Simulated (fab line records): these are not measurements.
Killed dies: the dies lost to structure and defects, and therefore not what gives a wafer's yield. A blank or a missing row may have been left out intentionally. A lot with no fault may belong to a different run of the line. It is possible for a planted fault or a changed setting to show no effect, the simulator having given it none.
Which tool was responsible?    flow sky130    12 lots with 36 wafers sampled at 2 steps, on a route of 708 steps

## WHAT THE GAUGES SHOWED, per wafer
SKY_LDD_LDN_OVL_MEAS_07.
lot   measured      on          LDD_LDN_OVL (nm)
L075  day 23 15:08  overlay-01  1.3 0.7 1.0
L077  day 24 06:28  overlay-01  2.2 2.1 -0.2
L079  day 24 21:49  overlay-02  -0.6 0.7 -0.4
L081  day 25 12:41  overlay-02  -2.0 2.9 -0.7
L083  day 26 06:37  overlay-01  -3.9 -0.6 -2.1
L085  day 26 23:46  overlay-02  0.4 2.1 1.8
L087  day 27 11:35  overlay-02  -0.7 -0.7 -0.4
L089  day 28 07:54  overlay-02  1.7 1.7 1.6
L091  day 29 03:40  overlay-02  2.9 0.3 -1.1
L093  day 29 07:58  overlay-02  1.6 1.3 1.3
L095  day 30 11:28  overlay-02  1.9 1.4 -1.5
L097  day 31 06:26  overlay-01  0.5 1.0 1.6

## WHAT TOOL EACH LOT RAN ON (gives the tool, then ch and the chambers of the sampled wafers, and finally the start)
lot   SKY_FIELD_ISO_ETCH_14
L075  rie-diel-04 ch 1,2, day 2 10:14
L077  rie-diel-01 ch 1,2, day 2 20:47
L079  rie-diel-03 ch 0,1,3, day 3 08:32
L081  rie-diel-01 ch 2,3, day 3 18:11
L083  rie-diel-01 ch 1,2,3, day 4 05:23
L085  rie-diel-04 ch 2,3, day 4 14:44
L087  rie-diel-03 ch 0,1,3, day 5 00:08
L089  rie-diel-03 ch 0,2,3, day 5 09:53
L091  rie-diel-04 ch 0,1,3, day 5 21:32
L093  rie-diel-01 ch 1,3, day 6 07:38
L095  rie-diel-01 ch 0,2, day 6 19:59
L097  rie-diel-03 ch 0,2,3, day 7 05:29
- SKY_FIELD_ISO_ETCH_14: etches BARC in N2/H2, stops on SiO2, time 45.9 s, target depth 60 nm.

## THE ANSWER, worked out from the rows above alone
Rule: the lots themselves supply what counts as usual. The widest of any qualifying gaps counts: lots, ordered by their means at a reading, are off when they make up no more than a third of the lots, leave a main group of 4 or more, and stand apart from it by 3 or more times the standard deviation of that group's means. Not used: any main group whose means are identical at the precision the tables above print for the reading. Also off: a lot with no number at a reading for which 4 or more lots have one. The other lots that the step has rows for count as sound.
Nothing can be told from this: no lot is off at any reading shown.

## WHAT HAD BEEN PUT IN BY THE SIMULATOR
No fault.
